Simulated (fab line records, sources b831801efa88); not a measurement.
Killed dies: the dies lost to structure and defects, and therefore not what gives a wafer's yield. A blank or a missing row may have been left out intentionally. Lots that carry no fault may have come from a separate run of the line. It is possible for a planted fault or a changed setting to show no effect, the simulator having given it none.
fab line records	flow sky130	part 2 of 2: steps 26 to 34 of 34
record: lots: 5	wafers: 15	last-day: 50
route steps=708 shown SD_N@347 SD_P@359 RES_XHIGH@360 SALICIDE@361 LI_CONTACT@362
lots that met no fault: from a run of the same line without faults
start-h: the number of hours between the record's first day and the start of the first shown wafer of the lot	wait-h: hours elapsed since this lot's preceding step	" the same as in the row above	L1.1+2: a row that stands for several wafers	- no value, or no start given	* or withheld: withheld	< > ~ a bound
route shown NAME@n: a module of which the file shows steps, and the number in the route of the first	usual: mean and standard deviation over wafers with no fault	same: alike in all rows	chamber/n: place in a boat	sites: readings site by site	_std_site: the values' standard deviation	_edge_site: mean of outer sites minus mean of inner sites	radius-mm: how far each site lies from the wafer's centre	mask NAME#n: copy n	behind: the last tool/chamber to shape the wafer	hold: cause of the lot's hold/its duration in hours/its outcome	device: transistor that didn't switch, given as n, p or np	end of line: tests of these same wafers at the route's end	for a step that has no rows: nothing shown but its recipe	killed: dies that structure and defects cost at the first sort, which is not the same as the wafer's yield	map: a wafer's dies, marking killed ones x, the rest . and places with no die _
set.NAME: the setting that was run; set.NAME@STEP: the one run at that earlier step	model.NAME: the simulator's own value behind a step, which no gauge read
lots at some steps of the route; a table a step, a row a wafer
services: a tool's chamber out of use, with start hour (start-h, from the record's first day; less than 0 if before it), hours out, and reason
== steps ==
step: SKY_LI_CONTACT_DEVELOP_11
recipe: develop-time-s: 60	resist: KrF-thick	dev-temp-c: 21
usual: exhaust-pa: 45.1/0.84
lot.wafer	tool	chamber	start-h	wait-h	exhaust-pa
L076.1	litho-track-01	0	-	-	45.0
L076.3	"	0	"	"	44.9
L076.6	"	0	"	"	44.4
L079.2	litho-track-01	0	-	-	46.6
L079.4	"	0	"	"	46.0
L079.5	"	0	"	"	46.9
L083.1	litho-track-01	0	-	-	44.2
L083.2	"	0	"	"	45.2
L083.3	"	0	"	"	46.4
L089.3	litho-track-01	0	-	-	45.5
L089.4	"	0	"	"	47.0
L089.5	"	0	"	"	46.2
L097.2	litho-track-04	0	-	-	45.1
L097.4	"	0	"	"	44.6
L097.6	"	0	"	"	43.5
step: SKY_LI_CONTACT_CD_MEAS_12
recipe: target-cd-nm: 170
usual: cd-nm: 169.7/1.2
lot.wafer	tool	chamber	start-h	wait-h	cd-nm
L076.1	cd-sem-01	-	688.41	-	169.3
L076.3	"	-	"	"	168.8
L076.6	"	-	"	"	169.6
L079.2	cd-sem-02	-	712.63	-	167.9
L079.4	"	-	"	"	169.1
L079.5	"	-	"	"	168.7
L083.1	cd-sem-01	-	761.66	-	169.8
L083.2	"	-	"	"	169.0
L083.3	"	-	"	"	171.5
L089.3	cd-sem-02	-	807.05	-	171.9
L089.4	"	-	"	"	171.3
L089.5	"	-	"	"	171.6
L097.2	cd-sem-02	-	853.25	-	171.1
L097.4	"	-	"	"	169.9
L097.6	"	-	"	"	170.0
step: SKY_LI_CONTACT_OVL_MEAS_13
usual: LI_CONTACT_OVL: -1/3.9
lot.wafer	tool	chamber	start-h	wait-h	LI_CONTACT_OVL[nm]
L076.1	overlay-01	-	688.53	0.1	-4
L076.3	"	-	"	"	0
L076.6	"	-	"	"	-6
L079.2	overlay-02	-	712.73	0.1	7
L079.4	"	-	"	"	2
L079.5	"	-	"	"	-2
L083.1	overlay-01	-	761.78	0.1	-5
L083.2	"	-	"	"	1
L083.3	"	-	"	"	-1
L089.3	overlay-02	-	807.14	0.1	2
L089.4	"	-	"	"	6
L089.5	"	-	"	"	8
L097.2	overlay-02	-	853.35	0.1	4
L097.4	"	-	"	"	6
L097.6	"	-	"	"	6
step: SKY_LI_CONTACT_ETCH_14
recipe: chemistry: N2/H2	target: BARC	ion-energy-ev: 200	source-w: 500	bias-w: 100	pressure-mtorr: 30	n2-flow-sccm: 100	h2-flow-sccm: 200	stop-on: SiO2	time-s: 45.9	target-depth-a: 600
usual: drypump-motor-current-A: 5.4/0.46	h2-flow-sccm: 200.1/0.58	n2-flow-sccm: 100.00/0.3	oes-product-au: 0.854/0.0053	rf-fwd-power-W: 494.5/2.2	throttle-valve-pct: 13.225/0.0096
lot.wafer	tool	chamber	start-h	wait-h	drypump-motor-current-A	h2-flow-sccm	n2-flow-sccm	oes-product-au	rf-fwd-power-W	rf-hours-counter-h	throttle-valve-pct
L076.1	rie-diel-02	0	688.56	0.0	5.9	200.1	100.29	0.856	495.1	1	13.220
L076.3	"	3	"	"	5.4	200.1	100.02	0.858	496.7	6	13.221
L076.6	"	3	"	"	5.4	199.9	99.57	0.859	498.5	-	13.223
L079.2	rie-diel-03	1	712.76	0.0	5.1	199.0	99.98	0.854	497.5	7	13.229
L079.4	"	2	"	"	4.9	199.7	99.70	0.849	495.3	13	13.213
L079.5	"	3	"	"	5.1	199.8	99.81	0.855	492.5	-	13.213
L083.1	rie-diel-03	1	761.81	0.0	5.2	199.8	100.17	0.855	498.2	8	13.236
L083.2	"	0	"	"	5.8	199.5	99.72	0.855	493.8	10	13.199
L083.3	"	2	"	"	4.9	200.5	99.79	0.862	496.7	14	13.218
L089.3	rie-diel-04	1	807.16	0.0	4.9	200.2	99.94	0.863	489.9	4	13.212
L089.4	"	2	"	"	4.9	200.5	99.92	0.851	496.5	23	13.239
L089.5	"	0	"	"	5.4	200.4	99.46	0.852	491.0	-	13.237
L097.2	rie-diel-04	3	853.38	0.0	6.0	201.2	100.21	0.849	493.2	11	13.217
L097.4	"	1	"	"	4.9	200.5	100.27	0.855	495.0	5	13.225
L097.6	"	2	"	"	4.9	200.2	100.03	0.855	496.2	-	13.220
step: SKY_LI_CONTACT_ETCH_15
recipe: target: PSG	chemistry: C4F8/O2/Ar	stop-on: Si	taper-deg: 4.15	mask-material: KrF-thick	source-w: 1500	bias-w: 1200	pressure-mtorr: 40	c4f8-flow-sccm: withheld	O2_flow_sccm: 6	Ar_flow_sccm: 300	time-s: withheld	target-depth-a: 6000
usual: oes-product-au: 0.837/0.0048	rf-fwd-power-W: 1492/5.3
lot.wafer	tool	chamber	start-h	wait-h	oes-product-au	rf-fwd-power-W
L076.1	rie-diel-02	0	688.61	0.0	0.834	1497
L076.3	"	3	"	"	0.841	1481
L076.6	"	3	"	"	0.843	1489
L079.2	rie-diel-03	1	712.81	0.0	0.842	1494
L079.4	"	2	"	"	0.838	1493
L079.5	"	3	"	"	0.839	1490
L083.1	rie-diel-03	1	761.86	0.0	0.834	1501
L083.2	"	0	"	"	0.846	1484
L083.3	"	2	"	"	0.844	1494
L089.3	rie-diel-04	1	807.21	0.0	0.833	1484
L089.4	"	2	"	"	0.836	1492
L089.5	"	0	"	"	0.840	1490
L097.2	rie-diel-04	3	853.43	0.0	0.843	1492
L097.4	"	1	"	"	0.842	1482
L097.6	"	2	"	"	0.839	1492
step: SKY_LI_CONTACT_STRIP_16
recipe: chemistry: O2/N2	power-w: 1400	pressure-mtorr: 1500	platen-temp-c: withheld	o2-flow-sccm: 3000	n2-flow-sccm: 300	overash-fraction: 0.5
usual: drypump-motor-current-A: 5.6/0.43	n2-flow-sccm: 300.0/0.92	oes-product-au: 0.376/0.0045	strip-time-to-endpoint-s: 3.488/0.028
lot.wafer	tool	chamber	start-h	wait-h	drypump-motor-current-A	n2-flow-sccm	oes-product-au	rf-hours-counter-h	strip-time-to-endpoint-s
L076.1	plasma-asher-02	0	688.69	-	6.4	298.5	0.377	24	3.487
L076.3	"	0	"	"	6.3	297.6	0.371	-	3.436
L076.6	"	0	"	"	6.4	300.1	0.380	-	3.438
L079.2	plasma-asher-04	1	712.89	-	5.0	301.5	0.377	91	3.495
L079.4	"	1	"	"	5.0	300.3	0.373	-	3.470
L079.5	"	0	"	"	5.9	299.8	0.381	-	3.490
L083.1	plasma-asher-03	1	761.94	-	5.7	299.8	0.378	63	3.542
L083.2	"	0	"	"	5.9	300.1	0.381	63	3.471
L083.3	"	1	"	"	5.6	299.8	0.376	-	3.513
L089.3	plasma-asher-04	0	807.33	-	5.9	300.0	0.376	-	3.488
L089.4	"	1	"	"	5.0	299.8	0.375	-	3.513
L089.5	"	0	"	"	5.9	300.3	0.382	-	3.468
L097.2	plasma-asher-02	0	853.51	-	6.3	299.5	0.376	40	3.436
L097.4	"	1	"	"	5.4	299.1	0.368	-	3.420
L097.6	"	0	"	"	6.3	299.1	0.374	-	3.475
step: SKY_LI_CONTACT_CLEAN_17
recipe: chemistry: NMP	time-s: 600	temp-c: 60	dry: n2-spin
usual: bath-heat-duty-pct: 10.0/1.5
lot.wafer	tool	chamber	start-h	wait-h	bath-heat-duty-pct
L076.1	wet-bench-04	3	688.79	0.1	8.5
L076.3	"	3	"	"	9.7
L076.6	"	3	"	"	9.5
L079.2	wet-bench-01	2	712.99	0.1	10.2
L079.4	"	2	"	"	9.7
L079.5	"	2	"	"	10.0
L083.1	wet-bench-03	0	762.04	0.1	11.9
L083.2	"	0	"	"	12.1
L083.3	"	0	"	"	11.5
L089.3	wet-bench-01	1	807.39	0.0	10.6
L089.4	"	1	"	"	11.0
L089.5	"	1	"	"	12.3
L097.2	wet-bench-03	1	853.61	0.1	9.8
L097.4	"	1	"	"	9.2
L097.6	"	1	"	"	9.4
step: SKY_LI_CONTACT_PRE_CLEAN_18
recipe: gas: Ar	time-s: 5.6	bias-v: 358
lot.wafer	tool	chamber	start-h	wait-h
L076.1+3+6	pvd-sputter-03	-	688.97	0.0
L079.2+4+5	pvd-sputter-04	-	713.17	0.0
L083.1+2+3	pvd-sputter-04	-	762.23	0.0
L089.3+4+5	pvd-sputter-02	-	807.57	0.0
L097.2+4+6	pvd-sputter-04	-	853.80	0.0
step: SKY_LI_CONTACT_SPUTTER_19
recipe: material: Ti	target-thk-nm: 20	chamber-pressure-pa: 5	power-w: 2500	substrate-temp-c: 200	time-s: 106.37
usual: throttle-valve-pct: 29.8/0.86
lot.wafer	tool	chamber	start-h	wait-h	throttle-valve-pct
L076.1	pvd-sputter-03	-	688.99	0.0	29.4
L076.3	"	-	"	"	29.1
L076.6	"	-	"	"	29.3
L079.2	pvd-sputter-04	-	713.19	0.0	30.1
L079.4	"	-	"	"	31.0
L079.5	"	-	"	"	28.4
L083.1	pvd-sputter-04	-	762.25	0.0	30.0
L083.2	"	-	"	"	28.1
L083.3	"	-	"	"	30.9
L089.3	pvd-sputter-02	-	807.59	0.0	29.4
L089.4	"	-	"	"	29.1
L089.5	"	-	"	"	29.5
L097.2	pvd-sputter-04	-	853.82	0.0	28.5
L097.4	"	-	"	"	30.3
L097.6	"	-	"	"	30.9
== services ==
tool	chamber	start-h	hours	kind
implanter-04	-	634.88	5.9	repair
krf-scanner-01	-	637.06	0.8	pm
rie-diel-03	1	639.04	6.0	repair
cmp-02	-	640.44	47.9	repair
pvd-sputter-04	-	652.24	1.1	repair
rie-diel-04	-	656.46	0.5	repair
hdpcvd-01	1	664.78	4.1	repair
cmp-02	-	670.01	15.8	repair
rie-diel-03	2	670.67	12.4	repair
wet-bench-02	-	678.53	33.7	pm
rie-diel-04	-	691.91	0.3	repair
rie-diel-03	1	704.84	3.2	repair
implanter-04	-	732.52	3.9	pm
rie-diel-03	3	751.89	9.5	repair
wet-bench-01	-	757.12	48.4	repair
hdpcvd-01	0	776.69	12.2	repair
rie-diel-04	-	783.03	0.3	repair
rie-diel-03	0	796.27	11.3	repair
implanter-02	-	798.21	4.4	pm
rie-diel-03	2	805.27	36.2	repair
pvd-sputter-04	-	806.81	2.7	repair
implanter-02	-	822.38	3.3	repair
implanter-04	-	842.34	0.9	repair
hdpcvd-01	0	844.33	7.4	repair
